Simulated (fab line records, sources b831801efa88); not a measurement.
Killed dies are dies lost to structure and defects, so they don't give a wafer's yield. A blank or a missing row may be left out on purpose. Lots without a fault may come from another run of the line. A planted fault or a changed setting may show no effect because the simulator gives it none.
One fault seen from 2 desks | flow sky130 | each desk has only its own numbers; what lay behind them comes last

THE TOOL OWNER'S DESK: pvd_sputter-02
The tool's own readings at SKY_METAL5_SPUTTER_02 (material AlCu, target thk 1150 nm, time 61.2 s): means of the sampled wafers that have a number, for each lot that ran on this tool. A lot is out of limits, marked OUT, if its mean lies more than 4 standard deviations from the usual mean; the brackets give that distance.
Columns: A = chamber_pressure_pa at SKY_METAL5_SPUTTER_02, usual 0.3999 Pa; B = throttle_valve_pct at SKY_METAL5_SPUTTER_02, usual 29.8 %
lot  | first seen here | A      | B
L228 | day 43 23:13    | 0.4001 | 29.8
L229 | day 44 02:08    | 0.3997 | 29.7
L237 | day 46 12:31    | 0.3998 | 29.4
L239 | day 46 16:08    | 0.3999 | 30.1
L240 | day 46 17:02    | 0.4000 | 29.7
This desk's finding: nothing out of limits on any of the 5 lots.

THE METROLOGY DESK
What the gauges read, lot by lot, whatever tool the lot ran on: means of the sampled wafers that have a number. A lot is out of limits, marked OUT, if its mean lies more than 4 standard deviations from the usual mean; the brackets give that distance.
Columns: A = NWELL_00_OVL at SKY_NWELL_OVL_MEAS_10, usual -0.6 nm; B = VT_ADJUST_LVTN_TW at SKY_VT_ADJUST_LVTN_TW_MEAS_10, usual 241.1; C = LOCAL_INTERCONNECT_OVL at SKY_LOCAL_INTERCONNECT_OVL_MEAS_12, usual -1 nm; D = METAL5_ALCU_RS at SKY_METAL5_RS_MEAS_05, usual 0.02721 ohm/sq; E = METAL5_ALCU_THK at SKY_METAL5_THK_MEAS_06, usual 1164 nm
lot  | first seen here | A    | B     | C  | D                  | E
L228 | day 5 07:05     | 0.3  | 243.9 | -1 | 0.02688            | 1178
L229 | day 5 07:23     | -0.3 | 237.9 | -5 | 0.02687            | 1172
L232 | day 6 07:17     | -0.4 | 242.1 | 2  | 0.02756            | 1149
L237 | day 7 07:42     | 1.2  | 240.8 | -4 | 0.02229 (-18) OUT  | 1433 (+19) OUT
L239 | day 7 21:41     | -0.0 | 244.0 | 2  | 0.02457 (-9.4) OUT | 1317 (+11) OUT
L240 | day 8 03:29     | 1.1  | 238.5 | 6  | 0.02450 (-9.7) OUT | 1327 (+12) OUT
L242 | day 8 12:48     | -0.8 | 242.0 | -0 | 0.02719            | 1162
L244 | day 8 21:38     | -0.6 | 243.6 | -2 | 0.02737            | 1156
L246 | day 9 11:14     | -0.0 | 237.4 | -8 | 0.02698            | 1174
L248 | day 9 19:51     | -1.3 | 241.6 | 4  | 0.02714            | 1166
This desk's finding: out of limits on L237, L239, L240; first on L237, day 46 12:38 (METAL5_ALCU_RS at SKY_METAL5_RS_MEAS_05). In limits: L228, L229, L232, L242, L244, L246, L248.

PUT TOGETHER
The metrology desk could have raised an alarm at day 46 12:38, on L237, L239, L240.
The tool owner's desk saw nothing out of limits.
The tool owner's desk has L237, L239, L240 on record, within its limits.
Of the lots named, all ran SKY_METAL5_SPUTTER_02 on pvd_sputter-02.

WHAT THE SIMULATOR HAD PUT IN
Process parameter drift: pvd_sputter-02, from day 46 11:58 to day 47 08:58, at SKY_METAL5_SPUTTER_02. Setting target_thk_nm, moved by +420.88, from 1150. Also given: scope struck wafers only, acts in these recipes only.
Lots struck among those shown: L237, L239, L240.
Hours from the fault's start to each desk's first reading out of limits: the metrology desk, 1.
